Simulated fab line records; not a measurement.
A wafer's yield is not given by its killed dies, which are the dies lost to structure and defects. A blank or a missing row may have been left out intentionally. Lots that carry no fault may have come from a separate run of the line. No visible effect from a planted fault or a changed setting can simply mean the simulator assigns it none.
fab line records	flow sky130
[record] lots = 11	wafers = 33	last-day = 51
route steps=708 shown RES_XHIGH@341 SD_N@350 SD_P@359 PAD_OPEN@708
lots that met no fault: from a run of the same line without faults
start-h: start of the lot's first displayed wafer, in hours after the record's first day	wait-h: how many hours have passed since the lot's step before this one	" repeats the value in the row above	L1.1+2: several wafers, shown together as one row	- no value, or no start was given	* or withheld: withheld	< > ~ a bound
route shown NAME@n: names a module that has steps shown in the file, with the first one's number in the route	usual: the fault-free wafers' mean and standard deviation	same: alike in all rows	chamber/n: place in a boat	sites: readings site by site	_std_site: their standard deviation	_edge_site: the outer-site mean with the inner-site mean subtracted	radius-mm: how far each site lies from the wafer's centre	mask NAME#n: copy n	behind: tool/chamber where the wafer was last shaped	hold: why the lot went on hold/how many hours it stayed there/how the hold came to an end	device: the n, p or np transistor that did not switch	end of line: tests of these same wafers at the route's end	a step given without rows: its recipe and nothing more	killed: dies lost to structure and defects at the first sort, not the wafer's yield	map: dies across one wafer; x = killed, . = not, _ = none there
set.NAME: the setting that was run; set.NAME@STEP: the one run at that earlier step	model.NAME: the simulator's own value behind a step, which no gauge read
one table for each step of the route and one row for each wafer, over a sample of lots
services: the hour from which a tool's chamber was out of use, counted from the record's first day as start-h (under 0 if before that day), plus the number of hours and why
[[steps]]
[step SKY_RES_XHIGH_TW_MEAS_09]
[usual] RES_XHIGH_TW = 1656/12
lot.wafer	tool	chamber	start-h	wait-h	RES_XHIGH_TW
L574.2	film-metro-04	-	602.80	0.1	1668
L574.3	"	-	"	"	1672
L574.5	"	-	"	"	1675
L577.1	film-metro-04	-	635.04	0.1	1672
L577.5	"	-	"	"	1664
L577.6	"	-	"	"	1664
L578.1	film-metro-03	-	646.37	0.1	1648
L578.3	"	-	"	"	1659
L578.5	"	-	"	"	1658
L582.1	film-metro-03	-	683.04	0.1	1666
L582.4	"	-	"	"	1662
L582.5	"	-	"	"	1665
L580.3	film-metro-04	-	684.91	0.1	1673
L580.5	"	-	"	"	1668
L580.6	"	-	"	"	1664
L589.3	film-metro-02	-	738.31	0.1	1645
L589.4	"	-	"	"	1651
L589.5	"	-	"	"	1647
L591.1	film-metro-04	-	755.39	0.1	1670
L591.3	"	-	"	"	1666
L591.6	"	-	"	"	1666
L593.1	film-metro-03	-	765.79	0.1	1658
L593.2	"	-	"	"	1658
L593.4	"	-	"	"	1663
L594.1	film-metro-02	-	771.64	0.1	1632
L594.3	"	-	"	"	1629
L594.5	"	-	"	"	1632
L595.1	film-metro-03	-	776.47	0.1	1670
L595.2	"	-	"	"	1664
L595.6	"	-	"	"	1661
L597.2	film-metro-03	-	821.92	0.1	1657
L597.3	"	-	"	"	1666
L597.5	"	-	"	"	1656
[step SKY_SD_N_OVL_MEAS_08]
[usual] SD_N_OVL = -0.8/1.1
lot.wafer	tool	chamber	start-h	wait-h	SD_N_OVL[nm]
L574.2	overlay-02	-	632.28	0.1	-0.2
L574.3	"	-	"	"	-2.3
L574.5	"	-	"	"	-0.9
L577.1	overlay-01	-	665.16	0.1	-2.3
L577.5	"	-	"	"	-1.2
L577.6	"	-	"	"	-0.6
L578.1	overlay-02	-	675.71	0.1	-0.1
L578.3	"	-	"	"	0.9
L578.5	"	-	"	"	-1.1
L582.1	overlay-01	-	709.87	0.1	-2.7
L582.4	"	-	"	"	-0.9
L582.5	"	-	"	"	-3.1
L580.3	overlay-02	-	711.82	0.1	-0.8
L580.5	"	-	"	"	1.4
L580.6	"	-	"	"	-1.2
L589.3	overlay-01	-	765.94	0.1	-2.2
L589.4	"	-	"	"	-2.2
L589.5	"	-	"	"	-1.0
L591.1	overlay-02	-	782.13	0.1	-1.3
L591.3	"	-	"	"	-1.7
L591.6	"	-	"	"	-0.4
L593.1	overlay-02	-	792.96	0.1	1.3
L593.2	"	-	"	"	-0.6
L593.4	"	-	"	"	-0.8
L594.1	overlay-02	-	797.76	0.1	1.2
L594.3	"	-	"	"	-0.4
L594.5	"	-	"	"	-2.5
L595.1	overlay-01	-	802.83	0.1	-1.0
L595.2	"	-	"	"	-0.4
L595.6	"	-	"	"	-1.2
L597.2	overlay-02	-	848.08	0.1	1.4
L597.3	"	-	"	"	0.3
L597.5	"	-	"	"	0.7
[step SKY_SD_N_IMPLANT_09]
[recipe] species = As	energy-kev = 50	dose-cm2 = 4e+15	tilt-deg = 0
[usual] beam-energy-keV = 49.997/0.015	end-station-pressure-torr = 1.32e-05/1e-06
lot.wafer	tool	chamber	start-h	wait-h	beam-energy-keV	end-station-pressure-torr
L574.2	implanter-02	0	632.34	0.0	49.981	1.2e-05
L574.3	"	0	"	"	49.986	1.27e-05
L574.5	"	0	"	"	49.994	1.28e-05
L577.1	implanter-01	0	665.19	0.0	49.995	1.19e-05
L577.5	"	0	"	"	50.002	1.19e-05
L577.6	"	0	"	"	49.989	1.15e-05
L578.1	implanter-01	0	675.74	0.0	49.981	1.21e-05
L578.3	"	0	"	"	50.014	1.26e-05
L578.5	"	0	"	"	50.011	1.27e-05
L582.1	implanter-01	0	709.91	0.0	45.549	1.23e-05
L582.4	"	0	"	"	45.565	1.19e-05
L582.5	"	0	"	"	45.586	1.24e-05
L580.3	implanter-01	0	711.89	0.1	45.572	1.4e-05
L580.5	"	0	"	"	45.590	1.27e-05
L580.6	"	0	"	"	45.559	1.31e-05
L589.3	implanter-03	0	766.01	0.1	50.016	1.49e-05
L589.4	"	0	"	"	50.001	1.52e-05
L589.5	"	0	"	"	50.016	1.32e-05
L591.1	implanter-01	0	782.16	0.0	49.998	1.18e-05
L591.3	"	0	"	"	50.003	1.22e-05
L591.6	"	0	"	"	49.991	1.26e-05
L593.1	implanter-02	0	792.99	0.0	50.013	1.17e-05
L593.2	"	0	"	"	50.001	1.39e-05
L593.4	"	0	"	"	50.001	1.32e-05
L594.1	implanter-02	0	797.79	0.0	50.029	1.37e-05
L594.3	"	0	"	"	49.987	1.22e-05
L594.5	"	0	"	"	50.005	1.41e-05
L595.1	implanter-01	0	802.86	0.0	50.010	1.22e-05
L595.2	"	0	"	"	50.003	1.29e-05
L595.6	"	0	"	"	49.989	1.31e-05
L597.2	implanter-02	0	848.14	0.0	49.977	1.23e-05
L597.3	"	0	"	"	50.009	1.23e-05
L597.5	"	0	"	"	49.975	1.28e-05
[step SKY_SD_N_STRIP_11]
[recipe] chemistry = O2/N2	power-w = 1400	pressure-mtorr = 1500	platen-temp-c = withheld	o2-flow-sccm = 3000	n2-flow-sccm = 300	overash-fraction = 0.5
[usual] drypump-motor-current-A = 6.0/0.33	n2-flow-sccm = 300.0/0.92	oes-product-au = 0.527/0.0043	strip-time-to-endpoint-s = 22.54/0.039
lot.wafer	tool	chamber	start-h	wait-h	drypump-motor-current-A	n2-flow-sccm	oes-product-au	rf-hours-counter-h	strip-time-to-endpoint-s
L574.2	plasma-asher-01	1	632.61	0.1	6.2	299.2	0.530	21	22.57
L574.3	"	1	"	"	6.2	298.9	0.531	-	22.55
L574.5	"	1	"	"	6.2	298.9	0.530	-	22.53
L577.1	plasma-asher-03	0	665.49	0.1	6.3	298.3	0.528	86	22.57
L577.5	"	0	"	"	6.3	300.6	0.532	-	22.53
L577.6	"	1	"	"	5.6	300.1	0.534	-	22.53
L578.1	plasma-asher-02	0	676.04	0.1	6.1	300.0	0.535	55	22.53
L578.3	"	0	"	"	6.1	299.4	0.525	-	22.50
L578.5	"	1	"	"	6.3	299.2	0.527	-	22.50
L582.1	plasma-asher-03	1	710.21	0.1	5.6	300.6	0.535	90	21.87
L582.4	"	0	"	"	6.3	299.2	0.534	-	21.92
L582.5	"	1	"	"	5.6	301.0	0.537	-	21.88
L580.3	plasma-asher-01	0	712.17	0.1	5.5	300.1	0.540	-	21.90
L580.5	"	1	"	"	6.3	298.0	0.534	-	21.89
L580.6	"	0	"	"	5.5	299.1	0.540	-	21.89
L589.3	plasma-asher-02	1	766.29	0.1	6.3	300.9	0.526	-	22.52
L589.4	"	0	"	"	6.1	298.8	0.525	-	22.54
L589.5	"	0	"	"	6.1	299.8	0.526	-	22.49
L591.1	plasma-asher-03	0	782.46	0.1	6.3	299.8	0.517	98	22.55
L591.3	"	1	"	"	5.6	297.5	0.530	-	22.53
L591.6	"	1	"	"	5.6	301.1	0.525	-	22.53
L593.1	plasma-asher-02	0	793.29	0.1	6.1	301.1	0.528	66	22.50
L593.2	"	1	"	"	6.2	299.7	0.523	66	22.49
L593.4	"	0	"	"	6.1	299.2	0.531	-	22.46
L594.1	plasma-asher-03	0	798.09	0.1	6.3	300.2	0.522	99	22.50
L594.3	"	0	"	"	6.3	301.3	0.525	-	22.53
L594.5	"	0	"	"	6.3	299.8	0.526	-	22.54
L595.1	plasma-asher-03	0	803.16	0.1	6.3	298.7	0.524	99	22.51
L595.2	"	1	"	"	5.6	300.8	0.523	99	22.54
L595.6	"	1	"	"	5.6	301.9	0.530	-	22.49
L597.2	plasma-asher-01	0	848.41	0.1	5.6	298.6	0.523	43	22.57
L597.3	"	0	"	"	5.5	300.7	0.532	-	22.58
L597.5	"	1	"	"	6.3	299.6	0.531	-	22.53
[step SKY_SD_N_TW_MEAS_12]
[usual] SD_N_TW = 4028/31
lot.wafer	tool	chamber	start-h	wait-h	SD_N_TW
L574.2	film-metro-03	-	632.72	0.1	4036
L574.3	"	-	"	"	4023
L574.5	"	-	"	"	4037
L577.1	film-metro-02	-	665.59	0.1	4008
L577.5	"	-	"	"	4005
L577.6	"	-	"	"	3995
L578.1	film-metro-02	-	676.14	0.1	3990
L578.3	"	-	"	"	3977
L578.5	"	-	"	"	3988
L582.1	film-metro-03	-	710.31	0.1	3934
L582.4	"	-	"	"	3946
L582.5	"	-	"	"	3942
L580.3	film-metro-04	-	712.26	0.1	3924
L580.5	"	-	"	"	3945
L580.6	"	-	"	"	3925
L589.3	film-metro-04	-	766.38	0.1	4060
L589.4	"	-	"	"	4038
L589.5	"	-	"	"	4031
L591.1	film-metro-02	-	782.56	0.1	3965
L591.3	"	-	"	"	3984
L591.6	"	-	"	"	4003
L593.1	film-metro-03	-	793.39	0.1	4041
L593.2	"	-	"	"	4043
L593.4	"	-	"	"	4053
L594.1	film-metro-03	-	798.19	0.1	4052
L594.3	"	-	"	"	4030
L594.5	"	-	"	"	4036
L595.1	film-metro-03	-	803.26	0.1	4005
L595.2	"	-	"	"	4047
L595.6	"	-	"	"	4007
L597.2	film-metro-02	-	848.52	0.1	4013
L597.3	"	-	"	"	4027
L597.5	"	-	"	"	4017
[step SKY_SD_N_RS_MEAS_16]
[recipe] thk-meas-gauge = four-point-probe
[usual] SD_N_RS = 68.50/0.11
lot.wafer	tool	chamber	start-h	wait-h	SD_N_RS[ohm/sq]
L574.2	film-metro-03	-	633.02	0.1	68.48
L574.3	"	-	"	"	68.51
L574.5	"	-	"	"	68.29
L577.1	film-metro-04	-	665.87	0.1	68.47
L577.5	"	-	"	"	68.74
L577.6	"	-	"	"	68.44
L578.1	film-metro-03	-	676.42	0.1	68.43
L578.3	"	-	"	"	68.82
L578.5	"	-	"	"	68.57
L582.1	film-metro-02	-	710.65	0.1	71.75
L582.4	"	-	"	"	71.84
L582.5	"	-	"	"	71.74
L580.3	film-metro-04	-	712.56	0.1	71.68
L580.5	"	-	"	"	71.69
L580.6	"	-	"	"	71.80
L589.3	film-metro-03	-	766.68	0.1	68.42
L589.4	"	-	"	"	68.49
L589.5	"	-	"	"	68.46
L591.1	film-metro-02	-	782.84	0.1	68.55
L591.3	"	-	"	"	68.42
L591.6	"	-	"	"	68.43
L593.1	film-metro-04	-	793.68	0.1	68.69
L593.2	"	-	"	"	68.56
L593.4	"	-	"	"	68.44
L594.1	film-metro-04	-	798.48	0.1	68.63
L594.3	"	-	"	"	68.44
L594.5	"	-	"	"	68.62
L595.1	film-metro-04	-	803.55	0.1	68.47
L595.2	"	-	"	"	68.59
L595.6	"	-	"	"	68.55
L597.2	film-metro-03	-	848.81	0.1	68.41
L597.3	"	-	"	"	68.56
L597.5	"	-	"	"	68.35
[step SKY_SD_N_RS_MEAS_17]
[recipe] thk-meas-gauge = four-point-probe
[usual] SD_P_RS = 147.0/0.35
lot.wafer	tool	chamber	start-h	wait-h	SD_P_RS[ohm/sq]
L574.2	film-metro-03	-	633.14	0.1	146.7
L574.3	"	-	"	"	147.0
L574.5	"	-	"	"	147.3
L577.1	film-metro-04	-	665.99	0.1	146.4
L577.5	"	-	"	"	147.0
L577.6	"	-	"	"	146.7
L578.1	film-metro-03	-	676.54	0.1	147.6
L578.3	"	-	"	"	147.0
L578.5	"	-	"	"	147.5
L582.1	film-metro-02	-	710.77	0.1	146.9
L582.4	"	-	"	"	147.5
L582.5	"	-	"	"	147.2
L580.3	film-metro-04	-	712.68	0.1	146.8
L580.5	"	-	"	"	146.8
L580.6	"	-	"	"	146.8
L589.3	film-metro-03	-	766.80	0.1	147.3
L589.4	"	-	"	"	147.0
L589.5	"	-	"	"	146.9
L591.1	film-metro-02	-	782.96	0.1	147.2
L591.3	"	-	"	"	146.6
L591.6	"	-	"	"	146.9
L593.1	film-metro-04	-	793.80	0.1	147.3
L593.2	"	-	"	"	146.7
L593.4	"	-	"	"	147.1
L594.1	film-metro-04	-	798.60	0.1	147.2
L594.3	"	-	"	"	147.4
L594.5	"	-	"	"	146.7
L595.1	film-metro-04	-	803.67	0.1	146.5
L595.2	"	-	"	"	147.1
L595.6	"	-	"	"	147.2
L597.2	film-metro-03	-	848.93	0.1	147.1
L597.3	"	-	"	"	147.2
L597.5	"	-	"	"	147.5
[step SKY_PAD_OPEN_PROBE_99]
[usual] killed_at_M0_to_M3 = 43/6.4	killed_at_M4_up = 3.2/1.8	killed-at-contacts = 25/5.8	killed-at-front-end = 16/4.1	killed-at-other = 0.2/0.47	killed-dies = 88/9.9	killed-open = 47/7.3	killed-short = 40/7.1
[same] gross-dies = 492	killed-at-back-side = 0
lot.wafer	tool	chamber	start-h	wait-h	killed_at_M0_to_M3	killed_at_M4_up	killed-at-contacts	killed-at-front-end	killed-at-other	killed-dies	killed-open	killed-short
L589.3	prober-02	-	1156.56	0.2	42	6	23	17	0	88	38	50
L589.4	prober-02	-	1156.61	0.2	47	4	20	13	0	84	47	37
L589.5	prober-02	-	1156.66	0.2	43	2	40	16	0	101	41	59
L591.6	prober-02	-	1174.23	0.2	42	2	30	21	0	95	51	44
L593.1	prober-02	-	1181.60	0.1	47	5	26	15	1	94	46	46
L593.2	prober-02	-	1181.65	0.1	45	4	18	15	0	82	44	38
L593.4	prober-02	-	1181.75	0.2	47	2	19	22	1	91	45	45
// killed by level:class
L589.3 VIA1:geometric-particle:short=9 LOCAL_INTERCONNECT:geometric-particle:short=8 METAL1:geometric-particle:short=8 VIA1:geometric-particle:open=8 LI_CONTACT:geometric-particle:short=5 LI_CONTACT:geometric-particle:open=5 METAL4:geometric-particle:short=5 FIELD_ISO:geometric-particle:short=4
L589.4 VIA1:geometric-particle:open=11 LI_CONTACT:geometric-particle:open=9 VIA2:geometric-particle:open=6 FIELD_ISO:geometric-particle:short=6 VIA1:geometric-particle:short=6 METAL1:geometric-particle:short=6 VIA3:geometric-particle:open=6 METAL2:geometric-particle:open=4
L589.5 CONTACT:geometric-particle:open=12 VIA1:geometric-particle:open=8 LI_CONTACT:geometric-particle:open=7 LOCAL_INTERCONNECT:geometric-particle:short=7 FIELD_ISO:geometric-particle:short=6 LI_CONTACT:geometric-particle:short=6 METAL1:geometric-particle:short=6 VIA1:geometric-particle:short=6
L591.6 CONTACT:geometric-particle:open=14 VIA1:geometric-particle:open=11 METAL1:geometric-particle:short=8 FIELD_ISO:geometric-particle:short=5 POLY_GATE:geometric-particle:short=5 CONTACT:geometric-particle:short=5 FIELD_ISO:geometric-particle:open=4 VIA3:geometric-particle:open=4
L593.1 VIA1:geometric-particle:open=11 CONTACT:geometric-particle:open=7 LOCAL_INTERCONNECT:geometric-particle:short=7 VIA3:geometric-particle:open=7 METAL2:geometric-particle:short=6 VIA2:geometric-particle:open=6 VIA1:geometric-particle:short=5 POLY_GATE:geometric-particle:open=5
L593.2 VIA1:geometric-particle:open=10 VIA2:geometric-particle:open=7 VIA3:geometric-particle:open=7 SPACER:geometric-particle:short=5 LOCAL_INTERCONNECT:geometric-particle:short=5 METAL1:geometric-particle:short=5 METAL2:geometric-particle:short=5 POLY_GATE:geometric-particle:short=4
L593.4 VIA1:geometric-particle:open=8 CONTACT:geometric-particle:open=7 METAL1:geometric-particle:short=7 VIA3:geometric-particle:open=7 POLY_GATE:geometric-particle:short=6 VIA1:geometric-particle:short=6 FIELD_ISO:geometric-particle:short=5 POLY_GATE:geometric-particle:open=5
[[services]]
tool	chamber	start-h	hours	kind
implanter-02	-	611.19	4.9	pm
implanter-01	-	619.66	4.2	pm
implanter-01	-	645.82	2.8	pm
implanter-02	-	657.51	1.5	repair
implanter-03	-	660.38	0.5	repair
implanter-03	-	677.86	4.6	repair
implanter-03	-	680.72	6.2	repair
plasma-asher-03	-	695.32	1.9	repair
implanter-02	-	717.05	1.5	repair
implanter-03	-	725.66	4.6	repair
implanter-01	-	755.77	1.8	repair
plasma-asher-02	-	772.06	7.3	pm
plasma-asher-03	-	791.60	4.0	repair
implanter-03	-	794.12	22.4	pm
implanter-03	-	826.61	16.7	pm
[[key]]
[first-sign] step = SKY_SD_N_IMPLANT_09	reading = beam-energy-keV	direction = down	sigmas = 99+	usual = *	struck = *
[effect] step = SKY_SD_N_STRIP_11	reading = strip-time-to-endpoint-s	direction = down	sigmas = 17	usual = *	struck = *
[effect] step = SKY_SD_N_TW_MEAS_12	reading = SD_N_TW	direction = down	sigmas = 3	usual = 4028	struck = 3936
[effect] step = SKY_SD_N_RS_MEAS_16	reading = SD_N_RS	direction = up	sigmas = 30	usual = 68.50	struck = 71.75
met-at SKY_SD_N_IMPLANT_09
struck-lots L580,L582
tester-left-out L580,L582
not-acting-at SKY_RES_XHIGH_TW_MEAS_09,SKY_SD_N_OVL_MEAS_08,SKY_SD_N_RS_MEAS_17
onset-between 675.74 709.91
[fault] kind = process-parameter-drift	tool = implanter-01	chamber = -	onset-h = 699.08	steps = SKY_SD_N_IMPLANT_09	channel = energy-kev	offset = *	shape = step	end-h = 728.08	acts-in = *	stated = *
// tester-left-out: of these lots the tester's yield and bins aren't shown, on N5 and GAA mostly nor the transistor test; their killed dies are dies lost to structure and defects alone, not to doping, threshold or leakage, so they don't give the yield
